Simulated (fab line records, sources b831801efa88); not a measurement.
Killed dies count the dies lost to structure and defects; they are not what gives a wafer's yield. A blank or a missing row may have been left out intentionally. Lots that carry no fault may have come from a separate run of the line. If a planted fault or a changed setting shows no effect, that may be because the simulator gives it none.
8D (eight disciplines) problem report, filled in by code + flow gf180mcu + the parts of the form that need people (team, actions taken, sign-off) are left out

## 1. THE ISSUE
MVPSD_RS at GF_VT_IMPLANT_RS_MEAS_49 reads a mean of 1183.3 ohm/sq on 6 wafers of 2 lots; wafers without a fault read 1168.1 ohm/sq with a standard deviation of 2.3. That is +6.6 standard deviations from the usual mean.
The step: measures by four-point-probe.
Earliest sighting: wafer L915.1 on film-metro-01 at day 10 14:48. At this step, 36 wafers from 12 lots have a number in the record. Rule for "out" (also "out of limits"): further than 4 standard deviations from the usual mean. The rest of the wafers with a number are treated as sound.

## 2. WHAT IT IS AND WHAT IT IS NOT
| question                    | is                     | is not                                                                                 |
|-----------------------------|------------------------|----------------------------------------------------------------------------------------|
| which readings at this step | MVPSD_RS               | -                                                                                      |
| which lots                  | L915, L917             | L905, L906, L907, L908, L909, L910, L920, L922, L925, L926                             |
| which wafers of those lots  | all that have a number | -                                                                                      |
| read on which gauges        | film-metro-01          | film-metro-02, film-metro-04                                                           |
| when                        | from day 10 14:48      | up to then (18 sound wafers); but 12 sound wafers of L920, L922, L925, L926 came after |

## 3. SUSPECTS, AND WHAT RULES EACH OUT
Counting: a tool stays on the suspect list if, at a process step up to the reading, it processed all lots that are out and no sound lot following the first of them.
- the gauge at GF_VT_IMPLANT_RS_MEAS_49 is ruled out. All the wafers that are out were read on film-metro-01, but those of them that GF_MVPSD_IMPLANT_08 has rows for are out there too, on other tools.
- implanter-03 at GF_MVPSD_IMPLANT_08: ruled out as a lasting fault. The sound lots L926 went through it after L915, its earliest lot that is out (day 7 18:37).
Left after counting: nothing in the record.

## 4. THE CAUSE (what the simulator had put in)
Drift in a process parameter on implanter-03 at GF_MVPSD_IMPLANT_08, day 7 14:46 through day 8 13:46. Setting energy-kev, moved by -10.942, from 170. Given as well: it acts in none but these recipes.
It was ruled out by counting, in error; the rule expects a fault to strike all lots run on its tool from its start on, and this fault did not.

## 5. SEQUENCE OF EFFECTS, ordered by route
One row per reading whose mean, taken over the struck wafers that have a number, lies over 3 standard deviations from the usual. Readings are gone through only where the record gives a usual standard deviation; hours: the median, over the lots, of the time from a lot's start at the first step in this table giving one to that lot's start at this step; sigmas: the change measured in usual standard deviations.
| hours | step                     | reading         | usual         | on struck wafers | change | sigmas      |
|-------|--------------------------|-----------------|---------------|------------------|--------|-------------|
| 0     | GF_MVPSD_IMPLANT_08      | beam-energy-keV | 169.99        | 159.09           | -10.90 | -99 or more |
| 69    | GF_VT_IMPLANT_RS_MEAS_49 | MVPSD_RS        | 1168.1 ohm/sq | 1183.3           | +15.2  | +6.6        |
Process steps it contains:
- GF_MVPSD_IMPLANT_08

## 6. WHAT WOULD HAVE CAUGHT IT SOONER
72 hours passed between the start of the fault at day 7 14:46 and the first reading out of limits at a measuring or inspecting step in this record, taken at day 10 14:48.
The tool's own readings at GF_MVPSD_IMPLANT_08 were out on every struck wafer that the step has a row for (beam-energy-keV): an alarm limit on them would have fired on the first of those.
